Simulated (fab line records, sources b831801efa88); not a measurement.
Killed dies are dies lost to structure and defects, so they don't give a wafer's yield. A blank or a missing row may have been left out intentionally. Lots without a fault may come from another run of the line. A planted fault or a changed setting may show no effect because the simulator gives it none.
Matching of chambers / flow gf180mcu / GF_V1_CMP_26 on cmp-01 has 4 sister chambers
The step polishes, stops on SiO2, t overpolish 15 s, target thk 0 nm. 7 wafers are shown with their chamber, then 9 later ones without.

== EACH WAFER AND ITS CHAMBER ==
wafer=L614.5; chamber=2; motorCurrentA (A)=12.2; overpolishRunS (s)=14.988
wafer=L620.6; chamber=3; motorCurrentA (A)=10.0; overpolishRunS (s)=14.989
wafer=L623.1; chamber=0; motorCurrentA (A)=11.6; overpolishRunS (s)=15.011
wafer=L623.5; chamber=1; motorCurrentA (A)=11.6; overpolishRunS (s)=14.996
wafer=L624.1; chamber=1; motorCurrentA (A)=12.1; overpolishRunS (s)=15.005
wafer=L624.3; chamber=3; motorCurrentA (A)=9.4; overpolishRunS (s)=15.001
wafer=L624.4; chamber=0; motorCurrentA (A)=11.5; overpolishRunS (s)=14.989

== WAFERS WITHOUT THEIR CHAMBER ==
wafer=L626.1; motorCurrentA (A)=12.9; overpolishRunS (s)=14.996
wafer=L626.3; motorCurrentA (A)=9.7; overpolishRunS (s)=15.013
wafer=L626.5; motorCurrentA (A)=11.0; overpolishRunS (s)=14.998
wafer=L629.2; motorCurrentA (A)=12.2; overpolishRunS (s)=14.995
wafer=L629.3; motorCurrentA (A)=9.7; overpolishRunS (s)=14.996
wafer=L629.6; motorCurrentA (A)=9.8; overpolishRunS (s)=14.989
wafer=L633.1; motorCurrentA (A)=11.5; overpolishRunS (s)=15.003
wafer=L633.2; motorCurrentA (A)=11.9; overpolishRunS (s)=14.998
wafer=L633.6; motorCurrentA (A)=11.8; overpolishRunS (s)=14.995

== EACH ONE'S CHAMBER ==
wafer=L626.1; from the rows above=can't be placed: 2 or 1 or 0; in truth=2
wafer=L626.3; from the rows above=3; in truth=3
wafer=L626.5; from the rows above=can't be placed: 0 or 1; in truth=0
wafer=L629.2; from the rows above=can't be placed: 2 or 1 or 0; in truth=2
wafer=L629.3; from the rows above=3; in truth=3
wafer=L629.6; from the rows above=3; in truth=3
wafer=L633.1; from the rows above=can't be placed: 0 or 1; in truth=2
wafer=L633.2; from the rows above=can't be placed: 1 or 0 or 2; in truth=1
wafer=L633.6; from the rows above=can't be placed: 1 or 0 or 2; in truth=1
Correctly placed: 3 of 9. Can't be placed from these rows: 6 (the true chamber is among the candidates in 5). Number placed wrongly: 0.
How it was worked out, from the rows above alone: a wafer's distance from a chamber is the root of the sum, over the readings, of the square of ((its reading less the chamber's mean) divided by the reading's scatter). The wafer belongs to the nearest chamber; if the next one is less than 2 further off, it can't be placed. For every chamber, the mean is computed from those of its wafers that are shown. The scatter is the square root of a quotient: the sum, over the shown wafers, of each reading's squared deviation from its chamber's mean, divided by wafers minus chambers.
